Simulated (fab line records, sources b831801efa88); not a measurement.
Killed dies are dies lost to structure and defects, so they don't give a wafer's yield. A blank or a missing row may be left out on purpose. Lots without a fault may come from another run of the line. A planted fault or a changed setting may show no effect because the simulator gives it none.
fab line records | flow sky130
record lots=6 wafers=18 last_day=50
route steps=708 shown DNWELL@41 PWDE@45 NWELL@56 VT_ADJUST_HVTP@85 PAD_OPEN@708
lots that met no fault: from a run of the same line without faults
start_h: hours from the record's first day to the start of the lot's first wafer shown | wait_h: hours since the lot's step before | " the same as in the row above | L1.1+2: a row that stands for several wafers | - no value, or no start given | * or withheld: withheld | < > ~ a bound
route shown NAME@n: a module of which the file shows steps, and the number in the route of the first | usual: mean/standard deviation of fault-free wafers | same: alike in all rows | chamber/n: place in a boat | sites: the reading at each site | _std_site: their standard deviation | _edge_site: outer sites' mean less inner sites' | radius_mm: how far each site lies from the wafer's centre | mask NAME#n: copy n | behind: the tool/chamber that last shaped the wafer | hold: why the lot was held/for how many hours/how that ended | device: the transistor (n, p or np) that didn't switch | end of line: the same wafers' tests at the end of the route | a step without rows: its recipe alone | killed: dies lost to structure and defects at the first sort, not the wafer's yield | map: a wafer's dies, x killed, . not, _ none there
set.NAME: the setting as run; set.NAME@STEP: as run at that earlier step | model.NAME: the simulator's own value behind a step, which no gauge read
lots at some steps of the route; a table a step, a row a wafer
services: from which hour (start_h, from the record's first day; less than 0 if before it) a tool's chamber was out of use, for how many hours, and why
## steps
# step SKY_DNWELL_DEVELOP_06
# recipe wall_angle_deg=90 developer=TMAH develop_time_s=60 dev_temp_c=23
# step SKY_DNWELL_IMPLANT_07
# recipe species=P energy_kev=withheld dose_cm2=withheld tilt_deg=withheld
# step SKY_DNWELL_STRIP_08
# recipe chemistry=O2/N2 power_w=1400 pressure_mtorr=1500 platen_temp_c=withheld o2_flow_sccm=3000 n2_flow_sccm=300 overash_fraction=0.5
# usual drypump_motor_current_A=5.6/0.67 oes_product_au=0.723/0.0047 strip_time_to_endpoint_s=36.92/0.1
# same overash_fraction=0.5
# columns lot.wafer tool chamber start_h wait_h drypump_motor_current_A oes_product_au rf_hours_counter_h strip_time_to_endpoint_s
L881.2 plasma_asher-02 0 70.08 0.1 6.4 0.721 36 36.85
L881.3 " 1 " " 4.9 0.719 - 36.84
L881.5 " 0 " " 6.4 0.725 - 36.74
L883.1 plasma_asher-02 1 82.16 0.1 4.8 0.725 38 36.81
L883.4 " 0 " " 6.4 0.721 - 36.84
L883.6 " 0 " " 6.4 0.719 - 36.70
L888.1 plasma_asher-02 1 105.28 0.1 4.8 0.714 40 36.83
L888.3 " 1 " " 4.9 0.728 - 36.89
L888.6 " 0 " " 6.4 0.719 - 36.84
L889.1 plasma_asher-03 0 110.27 0.1 6.3 0.719 44 36.83
L889.3 " 0 " " 6.3 0.712 - 36.81
L889.6 " 1 " " 4.9 0.724 - 36.83
L893.1 plasma_asher-03 1 139.11 0.1 4.9 0.723 47 37.08
L893.2 " 0 " " 6.3 0.722 47 36.99
L893.5 " 0 " " 6.3 0.734 - 36.93
L901.3 plasma_asher-02 0 179.30 0.1 6.4 0.721 - 36.99
L901.4 " 1 " " 4.9 0.728 - 36.96
L901.5 " 1 " " 4.9 0.721 - 37.13
# step SKY_DNWELL_TW_MEAS_09
# usual DNWELL_TW=1112/6
# columns lot.wafer tool chamber start_h wait_h DNWELL_TW
L881.2 film_metro-01 - 70.19 0.1 1111
L881.3 " - " " 1100
L881.5 " - " " 1105
L883.1 film_metro-01 - 82.26 0.1 1108
L883.4 " - " " 1112
L883.6 " - " " 1109
L888.1 film_metro-03 - 105.38 0.1 1103
L888.3 " - " " 1103
L888.6 " - " " 1108
L889.1 film_metro-01 - 110.36 0.1 1116
L889.3 " - " " 1116
L889.6 " - " " 1116
L893.1 film_metro-02 - 139.21 0.1 1113
L893.2 " - " " 1107
L893.5 " - " " 1117
L901.3 film_metro-01 - 179.38 0.1 1118
L901.4 " - " " 1116
L901.5 " - " " 1115
# step SKY_PWDE_DEHYDRATE_00
# recipe temp_c=200 time_s=60
# step SKY_PWDE_HMDS_01
# recipe prime_time_s=60 prime_temp_c=120
# step SKY_PWDE_COAT_02
# recipe spin_rpm=2000 resist_thk_nm=3000
# step SKY_PWDE_SOFTBAKE_03
# recipe temp_c=110 time_s=withheld
# step SKY_PWDE_EXPOSE_04
# recipe mask_id=PWDEM na=0.6 source_shape=conventional sigma_outer=0.6 polarization=unpolarized target_cd_nm=840 dose_mj=214
# step SKY_PWDE_PEB_05
# recipe temp_c=115 time_s=withheld
# step SKY_PWDE_DEVELOP_06
# recipe wall_angle_deg=90 developer=TMAH develop_time_s=60 dev_temp_c=23
# step SKY_PWDE_OVL_MEAS_07
# usual PWDE_OVL=1.5/1.6
# columns lot.wafer tool chamber start_h wait_h PWDE_OVL[nm]
L881.2 overlay-01 - 86.77 - 0.9
L881.3 " - " " 2.7
L881.5 " - " " 2.6
L883.1 overlay-02 - 99.84 - 0.6
L883.4 " - " " 1.8
L883.6 " - " " 2.8
L888.1 overlay-01 - 122.44 - -1.1
L888.3 " - " " 1.3
L888.6 " - " " 1.8
L889.1 overlay-01 - 128.12 - 0.3
L889.3 " - " " 1.0
L889.6 " - " " 1.0
L893.1 overlay-01 - 158.61 - 1.3
L893.2 " - " " 2.3
L893.5 " - " " 0.1
L901.3 overlay-01 - 200.35 - -0.7
L901.4 " - " " -2.0
L901.5 " - " " 0.5
# step SKY_PWDE_IMPLANT_08
# recipe species=B energy_kev=150 dose_cm2=3.6e+12 tilt_deg=withheld
# usual dose_ions_cm2=3.6e+12/3.6e+09
# columns lot.wafer tool chamber start_h wait_h dose_ions_cm2
L881.2 implanter-01 0 86.83 0.0 3.598e+12
L881.3 " 0 " " 3.599e+12
L881.5 " 0 " " 3.6e+12
L883.1 implanter-04 0 99.88 0.0 3.598e+12
L883.4 " 0 " " 3.605e+12
L883.6 " 0 " " 3.601e+12
L888.1 implanter-04 0 122.48 0.0 3.604e+12
L888.3 " 0 " " 3.604e+12
L888.6 " 0 " " 3.606e+12
L889.1 implanter-01 0 128.15 0.0 3.497e+12
L889.3 " 0 " " 3.498e+12
L889.6 " 0 " " 3.497e+12
L893.1 implanter-01 0 158.65 0.0 3.502e+12
L893.2 " 0 " " 3.499e+12
L893.5 " 0 " " 3.496e+12
L901.3 implanter-03 0 200.43 0.1 3.602e+12
L901.4 " 0 " " 3.597e+12
L901.5 " 0 " " 3.599e+12
# step SKY_PWDE_STRIP_09
# recipe chemistry=O2/N2 power_w=1400 pressure_mtorr=1500 platen_temp_c=withheld o2_flow_sccm=3000 n2_flow_sccm=300 overash_fraction=0.5
# usual drypump_motor_current_A=5.6/0.41 oes_product_au=0.722/0.0042 strip_time_to_endpoint_s=36.95/0.099
# same overash_fraction=0.5
# columns lot.wafer tool chamber start_h wait_h drypump_motor_current_A oes_product_au rf_hours_counter_h strip_time_to_endpoint_s
L881.2 plasma_asher-04 1 86.95 0.1 5.8 0.712 40 36.97
L881.3 " 0 " " 5.6 0.725 - 36.98
L881.5 " 1 " " 5.8 0.719 - 36.96
L883.1 plasma_asher-04 0 100.03 0.1 5.6 0.729 42 36.82
L883.4 " 0 " " 5.5 0.719 - 36.99
L883.6 " 1 " " 5.8 0.729 - 36.86
L888.1 plasma_asher-01 0 122.63 0.1 5.2 0.715 32 36.91
L888.3 " 1 " " 5.8 0.723 - 36.83
L888.6 " 1 " " 5.8 0.726 - 36.77
L889.1 plasma_asher-03 1 128.30 0.1 4.9 0.722 46 36.65
L889.3 " 0 " " 6.3 0.723 - 36.75
L889.6 " 0 " " 6.2 0.720 - 36.84
L893.1 plasma_asher-04 1 158.80 0.1 5.8 0.714 3 36.99
L893.2 " 0 " " 5.6 0.723 3 36.92
L893.5 " 1 " " 5.8 0.727 - 36.95
L901.3 plasma_asher-03 0 200.56 0.1 6.3 0.727 - 37.03
L901.4 " 1 " " 4.9 0.717 - 36.92
L901.5 " 1 " " 4.9 0.723 - 36.96
# step SKY_PWDE_TW_MEAS_10
# usual PWDE_TW=373.1/1.8
# columns lot.wafer tool chamber start_h wait_h PWDE_TW
L881.2 film_metro-01 - 87.06 0.1 370.8
L881.3 " - " " 371.5
L881.5 " - " " 371.2
L883.1 film_metro-01 - 100.13 0.1 373.8
L883.4 " - " " 373.2
L883.6 " - " " 373.1
L888.1 film_metro-02 - 122.73 0.1 374.5
L888.3 " - " " 375.9
L888.6 " - " " 374.3
L889.1 film_metro-03 - 128.40 0.1 369.7
L889.3 " - " " 371.4
L889.6 " - " " 372.3
L893.1 film_metro-03 - 158.90 0.1 368.8
L893.2 " - " " 369.2
L893.5 " - " " 369.5
L901.3 film_metro-03 - 200.65 0.1 371.1
L901.4 " - " " 373.5
L901.5 " - " " 371.4
# step SKY_NWELL_DEHYDRATE_03
# recipe temp_c=200 time_s=60
# step SKY_NWELL_HMDS_04
# recipe prime_time_s=60 prime_temp_c=120
# step SKY_NWELL_COAT_05
# recipe spin_rpm=2000 resist_thk_nm=3000
# step SKY_NWELL_SOFTBAKE_06
# recipe temp_c=110 time_s=withheld
# step SKY_NWELL_EXPOSE_07
# recipe mask_id=NWM na=0.6 source_shape=conventional sigma_outer=0.6 polarization=unpolarized target_cd_nm=840 dose_mj=255
# step SKY_NWELL_PEB_08
# recipe temp_c=115 time_s=withheld
# step SKY_NWELL_DEVELOP_09
# recipe wall_angle_deg=90 developer=TMAH develop_time_s=60 dev_temp_c=23
# step SKY_NWELL_OVL_MEAS_10
# usual NWELL_00_OVL=-0.4/1.2
# columns lot.wafer tool chamber start_h wait_h NWELL_00_OVL[nm]
L881.2 overlay-01 - 104.41 - 0.4
L881.3 " - " " 0.6
L881.5 " - " " -0.4
L883.1 overlay-01 - 117.09 - -1.9
L883.4 " - " " 0.0
L883.6 " - " " -2.3
L888.1 overlay-02 - 140.81 - 0.3
L888.3 " - " " 0.0
L888.6 " - " " -0.5
L889.1 overlay-01 - 146.78 - 0.1
L889.3 " - " " -1.1
L889.6 " - " " -2.4
L893.1 overlay-01 - 179.34 - 0.4
L893.2 " - " " -0.3
L893.5 " - " " 0.8
L901.3 overlay-01 - 221.17 - -0.7
L901.4 " - " " 0.3
L901.5 " - " " -0.3
# step SKY_NWELL_IMPLANT_11
# recipe species=P energy_kev=400 dose_cm2=1.9e+13 tilt_deg=withheld
# step SKY_NWELL_IMPLANT_12
# recipe species=P energy_kev=120 dose_cm2=1.3e+12 tilt_deg=withheld
# step SKY_NWELL_IMPLANT_13
# recipe species=P energy_kev=50 dose_cm2=7e+11 tilt_deg=withheld
# step SKY_NWELL_STRIP_14
# recipe chemistry=O2/N2 power_w=1400 pressure_mtorr=1500 platen_temp_c=withheld o2_flow_sccm=3000 n2_flow_sccm=300 overash_fraction=0.5
# usual drypump_motor_current_A=5.6/0.65 oes_product_au=0.722/0.0048 strip_time_to_endpoint_s=36.91/0.096
# same overash_fraction=0.5
# columns lot.wafer tool chamber start_h wait_h drypump_motor_current_A oes_product_au rf_hours_counter_h strip_time_to_endpoint_s
L881.2 plasma_asher-03 1 104.89 0.1 4.9 0.720 43 36.84
L881.3 " 1 " " 4.9 0.714 - 36.89
L881.5 " 1 " " 4.9 0.723 - 36.80
L883.1 plasma_asher-03 0 117.60 0.2 6.3 0.725 45 36.91
L883.4 " 1 " " 4.9 0.720 - 36.73
L883.6 " 1 " " 4.9 0.728 - 36.91
L888.1 plasma_asher-03 0 141.29 0.1 6.3 0.720 47 37.01
L888.3 " 0 " " 6.3 0.730 - 36.96
L888.6 " 0 " " 6.3 0.722 - 36.86
L889.1 plasma_asher-02 0 147.26 0.1 6.4 0.727 44 36.97
L889.3 " 0 " " 6.4 0.726 - 36.98
L889.6 " 1 " " 4.8 0.725 - 36.95
L893.1 plasma_asher-04 0 179.83 0.1 5.5 0.716 6 36.91
L893.2 " 1 " " 5.8 0.728 6 36.90
L893.5 " 1 " " 5.8 0.722 - 36.97
L901.3 plasma_asher-04 0 221.67 0.1 5.5 0.714 - 37.04
L901.4 " 1 " " 5.8 0.716 - 36.99
L901.5 " 1 " " 5.8 0.724 - 37.03
# step SKY_NWELL_TW_MEAS_15
# usual NWELL_TW=1816/9.1
# columns lot.wafer tool chamber start_h wait_h NWELL_TW
L881.2 film_metro-02 - 105.00 0.1 1835
L881.3 " - " " 1827
L881.5 " - " " 1832
L883.1 film_metro-01 - 117.70 0.1 1823
L883.4 " - " " 1828
L883.6 " - " " 1825
L888.1 film_metro-02 - 141.39 0.1 1821
L888.3 " - " " 1825
L888.6 " - " " 1825
L889.1 film_metro-02 - 147.36 0.1 1829
L889.3 " - " " 1830
L889.6 " - " " 1841
L893.1 film_metro-03 - 179.93 0.1 1809
L893.2 " - " " 1806
L893.5 " - " " 1811
L901.3 film_metro-02 - 221.76 0.1 1823
L901.4 " - " " 1831
L901.5 " - " " 1831
# step SKY_NWELL_DEHYDRATE_16
# recipe temp_c=200 time_s=60
# step SKY_NWELL_HMDS_17
# recipe prime_time_s=60 prime_temp_c=120
# step SKY_NWELL_COAT_18
# recipe spin_rpm=2000 resist_thk_nm=3000
# step SKY_NWELL_SOFTBAKE_19
# recipe temp_c=110 time_s=withheld
# step SKY_NWELL_EXPOSE_20
# recipe mask_id=NWM_COMPLEMENT na=0.6 source_shape=conventional sigma_outer=0.6 polarization=unpolarized target_cd_nm=840 dose_mj=260
# step SKY_NWELL_PEB_21
# recipe temp_c=115 time_s=withheld
# step SKY_NWELL_DEVELOP_22
# recipe wall_angle_deg=90 developer=TMAH develop_time_s=60 dev_temp_c=23
# step SKY_NWELL_OVL_MEAS_23
# usual NWELL_01_OVL=-0.6/1.3
# columns lot.wafer tool chamber start_h wait_h NWELL_01_OVL[nm]
L881.2 overlay-01 - 122.10 - -1.5
L881.3 " - " " -2.3
L881.5 " - " " -1.2
L883.1 overlay-02 - 135.41 - 2.8
L883.4 " - " " 1.2
L883.6 " - " " 0.5
L888.1 overlay-02 - 161.18 - 2.2
L888.3 " - " " 1.5
L888.6 " - " " 0.6
L889.1 overlay-01 - 167.01 - -1.2
L889.3 " - " " 0.2
L889.6 " - " " 2.0
L893.1 overlay-01 - 201.50 - 1.1
L893.2 " - " " -0.2
L893.5 " - " " -1.3
L901.3 overlay-01 - 243.75 - -1.5
L901.4 " - " " -0.4
L901.5 " - " " -0.6
# step SKY_NWELL_IMPLANT_24
# recipe species=B energy_kev=140 dose_cm2=9.2e+12 tilt_deg=withheld
# step SKY_NWELL_STRIP_25
# recipe chemistry=O2/N2 power_w=1400 pressure_mtorr=1500 platen_temp_c=withheld o2_flow_sccm=3000 n2_flow_sccm=300 overash_fraction=0.5
# usual drypump_motor_current_A=5.6/0.64 oes_product_au=0.723/0.0048 strip_time_to_endpoint_s=36.92/0.12
# same overash_fraction=0.5
# columns lot.wafer tool chamber start_h wait_h drypump_motor_current_A oes_product_au rf_hours_counter_h strip_time_to_endpoint_s
L881.2 plasma_asher-04 0 122.28 0.1 5.6 0.726 0 37.05
L881.3 " 1 " " 5.8 0.727 - 37.18
L881.5 " 1 " " 5.8 0.734 - 37.17
L883.1 plasma_asher-03 0 135.59 0.1 6.3 0.719 46 36.95
L883.4 " 0 " " 6.3 0.718 - 36.94
L883.6 " 1 " " 4.9 0.718 - 36.89
L888.1 plasma_asher-03 1 161.36 0.1 4.9 0.730 49 36.87
L888.3 " 0 " " 6.2 0.717 - 36.83
L888.6 " 1 " " 4.9 0.718 - 36.89
L889.1 plasma_asher-03 1 167.19 0.1 4.9 0.721 50 36.76
L889.3 " 0 " " 6.2 0.720 - 36.84
L889.6 " 0 " " 6.2 0.721 - 36.89
L893.1 plasma_asher-03 0 201.69 0.1 6.3 0.718 53 37.11
L893.2 " 1 " " 4.9 0.720 53 37.05
L893.5 " 0 " " 6.2 0.726 - 37.16
L901.3 plasma_asher-02 0 243.96 0.1 6.4 0.721 - 36.93
L901.4 " 1 " " 4.8 0.732 - 36.91
L901.5 " 1 " " 4.9 0.723 - 36.89
# step SKY_NWELL_TW_MEAS_26
# usual NWELL_2_TW=497.1/2.6
# columns lot.wafer tool chamber start_h wait_h NWELL_2_TW
L881.2 film_metro-02 - 122.39 0.1 495.0
L881.3 " - " " 495.8
L881.5 " - " " 493.8
L883.1 film_metro-03 - 135.69 0.1 498.6
L883.4 " - " " 495.7
L883.6 " - " " 497.7
L888.1 film_metro-03 - 161.46 0.1 492.8
L888.3 " - " " 491.5
L888.6 " - " " 495.5
L889.1 film_metro-01 - 167.29 0.1 496.6
L889.3 " - " " 494.7
L889.6 " - " " 494.1
L893.1 film_metro-03 - 201.79 0.1 492.6
L893.2 " - " " 496.7
L893.5 " - " " 494.7
L901.3 film_metro-01 - 244.05 0.1 495.0
L901.4 " - " " 494.5
L901.5 " - " " 498.4
# step SKY_NWELL_CLEAN_27
# recipe chemistry=SC1/SC2 mix=1:4:20 temp_c=70 time_s=150 dry=n2_spin
# step SKY_NWELL_RTA_28
# recipe temp_c=1050 time_s=30 idle_temp_c=650 ramp_up_c_per_s=150 ramp_down_c_per_s=90 ambient=N2
# usual lamp_power_pct=25.31/0.051 wafer_temp_C_max=1054.9/1
# columns lot.wafer tool chamber start_h wait_h lamp_power_pct wafer_temp_C_max
L881.2 rtp_anneal-01 0 122.50 0.0 25.32 1054.2
L881.3 " 0 " " 25.28 1053.4
L881.5 " 0 " " 25.28 1055.8
L883.1 rtp_anneal-02 0 135.80 0.0 25.30 1055.2
L883.4 " 0 " " 25.34 1056.0
L883.6 " 0 " " 25.29 1055.8
L888.1 rtp_anneal-02 0 161.58 0.0 25.32 1056.9
L888.3 " 0 " " 25.32 1055.6
L888.6 " 0 " " 25.32 1056.6
L889.1 rtp_anneal-01 0 167.41 0.0 25.33 1057.2
L889.3 " 0 " " 25.29 1053.5
L889.6 " 0 " " 25.40 1053.5
L893.1 rtp_anneal-01 0 201.90 0.0 25.36 1056.1
L893.2 " 0 " " 25.33 1055.3
L893.5 " 0 " " 25.28 1055.0
L901.3 rtp_anneal-01 0 244.17 0.0 25.26 1053.8
L901.4 " 0 " " 25.22 1057.4
L901.5 " 0 " " 25.24 1056.1
# step SKY_NWELL_RS_MEAS_29
# recipe thk_meas_gauge=four-point-probe
# usual NWELL_RS=625.1/1.7
# columns lot.wafer tool chamber start_h wait_h NWELL_RS[ohm/sq]
L881.2 film_metro-01 - 122.61 0.1 624.6
L881.3 " - " " 624.9
L881.5 " - " " 624.0
L883.1 film_metro-02 - 135.90 0.1 623.2
L883.4 " - " " 623.6
L883.6 " - " " 622.8
L888.1 film_metro-01 - 161.68 0.1 623.0
L888.3 " - " " 625.4
L888.6 " - " " 623.7
L889.1 film_metro-03 - 167.51 0.1 625.0
L889.3 " - " " 625.5
L889.6 " - " " 623.5
L893.1 film_metro-01 - 202.00 0.1 628.0
L893.2 " - " " 626.2
L893.5 " - " " 624.3
L901.3 film_metro-03 - 244.28 0.1 623.1
L901.4 " - " " 622.0
L901.5 " - " " 621.4
# step SKY_NWELL_RS_MEAS_31
# recipe thk_meas_gauge=four-point-probe
# usual PWDE_RS=5279/18
# columns lot.wafer tool chamber start_h wait_h hold PWDE_RS[ohm/sq]
L881.2 film_metro-01 - 122.85 0.1 - 5294
L881.3 " - " " - 5293
L881.5 " - " " - 5285
L883.1 film_metro-02 - 136.14 0.1 - 5255
L883.4 " - " " - 5267
L883.6 " - " " - 5276
L888.1 film_metro-01 - 161.92 0.1 - 5279
L888.3 " - " " - 5289
L888.6 " - " " - 5282
L889.1 film_metro-03 - 167.75 0.1 await_dispo/0.2h/release 5439
L889.3 " - " " await_dispo/0.2h/release 5410
L889.6 " - " " await_dispo/0.2h/release 5422
L889.1 film_metro-03 - 168.03 0.3 - 5421
L889.3 " - " " - 5401
L889.6 " - " " - 5435
L893.1 film_metro-01 - 202.24 0.1 await_dispo/0.2h/release 5443
L893.2 " - " " await_dispo/0.2h/release 5422
L893.5 " - " " await_dispo/0.2h/release 5425
L893.1 film_metro-01 - 202.53 0.3 - 5435
L893.2 " - " " - 5413
L893.5 " - " " - 5435
L901.3 film_metro-03 - 244.52 0.1 - 5282
L901.4 " - " " - 5289
L901.5 " - " " - 5280
# step SKY_VT_ADJUST_HVTP_DEHYDRATE_00
# recipe temp_c=200 time_s=60
# columns lot.wafer tool chamber start_h wait_h hold
L881.2+3+5 litho_track-02 0 131.19 8.3 -
L883.1+4+6 litho_track-01 0 144.83 8.7 -
L888.1+3+6 litho_track-04 0 171.09 9.2 -
L889.1+3+6 litho_track-04 0 177.44 9.4 await_dispo/3.6h/release
L893.1+2+5 litho_track-01 0 212.58 10.0 await_dispo/3.7h/release
L901.3+4+5 litho_track-01 0 255.23 10.7 -
# step SKY_PAD_OPEN_PROBE_99
# usual killed_at_M0_to_M3=43/6.8 killed_at_M4_up=3.2/1.8 killed_at_contacts=24/5.2 killed_at_front_end=15/4.2 killed_at_other=0.4/0.62 killed_dies=85/8.7 killed_open=46/6.7 killed_short=39/5.9
# same gross_dies=492 killed_at_back_side=0
# columns lot.wafer tool chamber start_h wait_h killed_at_M0_to_M3 killed_at_M4_up killed_at_contacts killed_at_front_end killed_at_other killed_dies killed_open killed_short model.etest.res_pwde_under_gate.rs_ohm_sq
L881.2 prober-01 - 1093.04 0.1 39 2 20 11 0 72 41 31 6144
L881.3 prober-01 - 1093.09 0.2 44 4 23 20 0 91 49 42 6152
L881.5 prober-01 - 1093.19 0.2 46 3 28 20 0 97 48 49 6117
L883.1 prober-02 - 1102.41 0.1 33 3 25 21 0 82 48 34 6183
L883.4 prober-02 - 1102.56 0.2 42 2 18 18 0 80 43 35 6187
L883.6 prober-02 - 1102.66 0.2 45 3 23 14 1 86 41 45 6213
L889.1 prober-01 - 1136.56 0.1 48 5 26 16 0 95 46 48 6403
L889.3 prober-01 - 1136.66 0.2 35 6 24 17 0 82 45 36 6395
L889.6 prober-01 - 1136.81 0.2 43 2 30 9 0 84 50 33 6410
L888.1 prober-02 - 1139.61 0.1 33 9 30 14 0 86 51 34 6172
L888.3 prober-02 - 1139.71 0.2 39 5 29 18 1 92 53 37 6152
L888.6 prober-02 - 1139.86 0.2 51 2 23 15 0 91 57 34 6253
L893.1 prober-01 - 1162.77 0.1 43 4 19 12 0 78 45 33 6355
L893.2 prober-01 - 1162.82 0.1 52 4 20 14 0 90 45 45 6352
L893.5 prober-01 - 1162.97 0.2 43 1 18 18 0 80 48 32 6446
L901.3 prober-01 - 1191.26 0.2 45 1 20 17 1 84 51 32 6205
L901.4 prober-01 - 1191.31 0.2 48 5 18 10 0 81 47 34 6242
L901.5 prober-01 - 1191.36 0.2 27 1 19 17 1 65 37 27 6154
# killed by level:class
L881.2 VIA2:geometric_particle:open=9 VIA1:geometric_particle:open=8 LOCAL_INTERCONNECT:geometric_particle:short=6 CONTACT:geometric_particle:open=6 METAL2:geometric_particle:short=6 FIELD_ISO:geometric_particle:open=5 VIA3:geometric_particle:open=5 LI_CONTACT:geometric_particle:open=4
L881.3 CONTACT:geometric_particle:open=15 VIA1:geometric_particle:open=9 POLY_GATE:geometric_particle:short=8 VIA3:geometric_particle:open=7 FIELD_ISO:geometric_particle:short=6 METAL2:geometric_particle:short=6 VIA2:geometric_particle:open=5 METAL3:geometric_particle:short=4
L881.5 VIA1:geometric_particle:open=14 POLY_GATE:geometric_particle:open=8 LOCAL_INTERCONNECT:geometric_particle:short=6 CONTACT:geometric_particle:open=6 VIA2:geometric_particle:open=6 VIA3:geometric_particle:short=6 LI_CONTACT:geometric_particle:open=5 CONTACT:geometric_particle:short=5
L883.1 VIA1:geometric_particle:open=10 POLY_GATE:geometric_particle:open=8 CONTACT:geometric_particle:open=8 LI_CONTACT:geometric_particle:open=6 VIA3:geometric_particle:open=6 FIELD_ISO:geometric_particle:short=5 METAL2:geometric_particle:short=5 METAL1:geometric_particle:short=4
L883.4 VIA1:geometric_particle:open=10 METAL1:geometric_particle:short=9 POLY_GATE:geometric_particle:short=7 LI_CONTACT:geometric_particle:open=7 POLY_GATE:geometric_particle:open=6 CONTACT:geometric_particle:open=6 VIA2:geometric_particle:open=5 VIA3:geometric_particle:open=5
L883.6 CONTACT:geometric_particle:open=8 METAL2:geometric_particle:short=8 METAL1:geometric_particle:short=7 LI_CONTACT:geometric_particle:open=7 VIA1:geometric_particle:open=6 VIA1:geometric_particle:short=6 FIELD_ISO:geometric_particle:short=5 VIA2:geometric_particle:open=5
L889.1 LI_CONTACT:geometric_particle:open=9 CONTACT:geometric_particle:open=9 VIA1:geometric_particle:open=8 VIA3:geometric_particle:short=8 METAL2:geometric_particle:short=6 METAL1:geometric_particle:short=5 VIA1:geometric_particle:short=5 FIELD_ISO:geometric_particle:short=4
L889.3 CONTACT:geometric_particle:open=10 VIA2:geometric_particle:open=9 METAL1:geometric_particle:short=6 VIA1:geometric_particle:open=6 VIA3:geometric_particle:open=5 FIELD_ISO:geometric_particle:open=4 POLY_GATE:geometric_particle:open=4 LI_CONTACT:geometric_particle:open=4
L889.6 VIA1:geometric_particle:open=13 LI_CONTACT:geometric_particle:open=9 CONTACT:geometric_particle:open=8 LOCAL_INTERCONNECT:geometric_particle:short=6 CONTACT:geometric_particle:short=6 METAL1:geometric_particle:short=6 VIA3:geometric_particle:open=6 VIA2:geometric_particle:open=5
L888.1 CONTACT:geometric_particle:open=14 VIA1:geometric_particle:open=11 CONTACT:geometric_particle:short=6 VIA1:geometric_particle:short=5 METAL4:geometric_particle:short=5 FIELD_ISO:geometric_particle:open=4 POLY_GATE:geometric_particle:open=4 LI_CONTACT:geometric_particle:open=4
L888.3 CONTACT:geometric_particle:open=13 VIA1:geometric_particle:open=8 VIA2:geometric_particle:open=8 VIA3:geometric_particle:open=7 LOCAL_INTERCONNECT:geometric_particle:short=5 POLY_GATE:geometric_particle:open=4 POLY_GATE:geometric_particle:short=4 LI_CONTACT:geometric_particle:open=4
L888.6 VIA3:geometric_particle:open=10 CONTACT:geometric_particle:open=9 VIA1:geometric_particle:open=9 LI_CONTACT:geometric_particle:open=7 FIELD_ISO:geometric_particle:open=6 METAL1:geometric_particle:short=6 VIA1:geometric_particle:short=6 VIA2:geometric_particle:open=6
L893.1 VIA1:geometric_particle:open=10 CONTACT:geometric_particle:short=8 VIA3:geometric_particle:open=8 CONTACT:geometric_particle:open=7 METAL2:geometric_particle:short=6 VIA2:geometric_particle:open=5 VIA1:geometric_particle:short=4 FIELD_ISO:geometric_particle:short=3
L893.2 METAL2:geometric_particle:short=11 VIA1:geometric_particle:short=10 VIA1:geometric_particle:open=10 LI_CONTACT:geometric_particle:open=6 FIELD_ISO:geometric_particle:open=5 CONTACT:geometric_particle:open=5 METAL1:geometric_particle:short=4 METAL2:geometric_particle:open=4
L893.5 VIA1:geometric_particle:open=9 VIA3:geometric_particle:open=8 LI_CONTACT:geometric_particle:open=8 CONTACT:geometric_particle:open=6 VIA3:geometric_particle:short=5 FIELD_ISO:geometric_particle:open=4 VIA2:geometric_particle:short=4 FIELD_ISO:geometric_particle:short=3
L901.3 CONTACT:geometric_particle:open=12 VIA3:geometric_particle:open=10 VIA2:geometric_particle:open=7 VIA1:geometric_particle:open=7 FIELD_ISO:geometric_particle:short=5 FIELD_ISO:geometric_particle:open=4 LI_CONTACT:geometric_particle:open=4 VIA2:geometric_particle:short=4
L901.4 VIA3:geometric_particle:open=10 VIA1:geometric_particle:open=9 VIA2:geometric_particle:open=9 CONTACT:geometric_particle:open=8 LI_CONTACT:geometric_particle:open=6 FIELD_ISO:geometric_particle:short=5 METAL4:geometric_particle:short=5 VIA1:geometric_particle:short=4
L901.5 LI_CONTACT:geometric_particle:open=10 VIA2:geometric_particle:open=6 CONTACT:geometric_particle:short=4 VIA1:geometric_particle:open=4 VIA3:geometric_particle:open=4 FIELD_ISO:geometric_particle:short=3 POLY_GATE:geometric_particle:short=3 SPACER:geometric_particle:open=3
## services
# columns tool chamber start_h hours kind
implanter-04 - 82.60 0.7 repair
rtp_anneal-02 - 87.70 5.2 pm
implanter-01 - 94.78 8.4 repair
plasma_asher-04 - 108.75 9.0 pm
plasma_asher-04 0 108.75 9.0 vent_cycle
plasma_asher-04 1 108.75 9.0 vent_cycle
plasma_asher-04 0 117.75 - clean
plasma_asher-04 1 117.75 - clean
implanter-01 - 122.25 1.6 repair
litho_track-04 - 131.23 - consumable_replace:filter
implanter-04 - 136.49 4.0 repair
plasma_asher-04 - 141.71 4.5 repair
implanter-04 - 147.27 163.1 pm
plasma_asher-02 - 155.94 14.6 pm
plasma_asher-03 - 170.99 1.3 repair
implanter-03 - 189.38 0.7 repair
plasma_asher-04 - 195.30 4.3 repair
rtp_anneal-01 - 220.73 3.5 pm
implanter-01 - 222.65 4.8 repair
## key
first_sign step=SKY_PWDE_IMPLANT_08 reading=dose_ions_cm2 direction=down sigmas=28 usual=* struck=*
effect step=SKY_PWDE_TW_MEAS_10 reading=PWDE_TW direction=down sigmas=1.6 usual=373.1 struck=370.1
effect step=SKY_NWELL_RS_MEAS_31 reading=PWDE_RS direction=up sigmas=8.1 usual=5279 struck=5427
model_effect step=SKY_PAD_OPEN_PROBE_99 value=etest.res_pwde_under_gate.rs_ohm_sq without=6217 struck=6393
met_at SKY_PWDE_IMPLANT_08
struck_wafers L889.1,L889.3,L889.6,L893.1,L893.2,L893.5
tester_left_out L889,L893
onset_between 86.83 128.15
fault kind=process_parameter_drift tool=implanter-01 chamber=- onset_h=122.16 steps=SKY_PWDE_IMPLANT_08 channel=dose_cm2 offset=* shape=step end_h=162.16 acts_in=* stated=*
# tester_left_out: of these lots the tester's yield and bins aren't shown, on N5 and GAA mostly nor the transistor test; their killed dies are dies lost to structure and defects alone, not to doping, threshold or leakage, so they don't give the yield
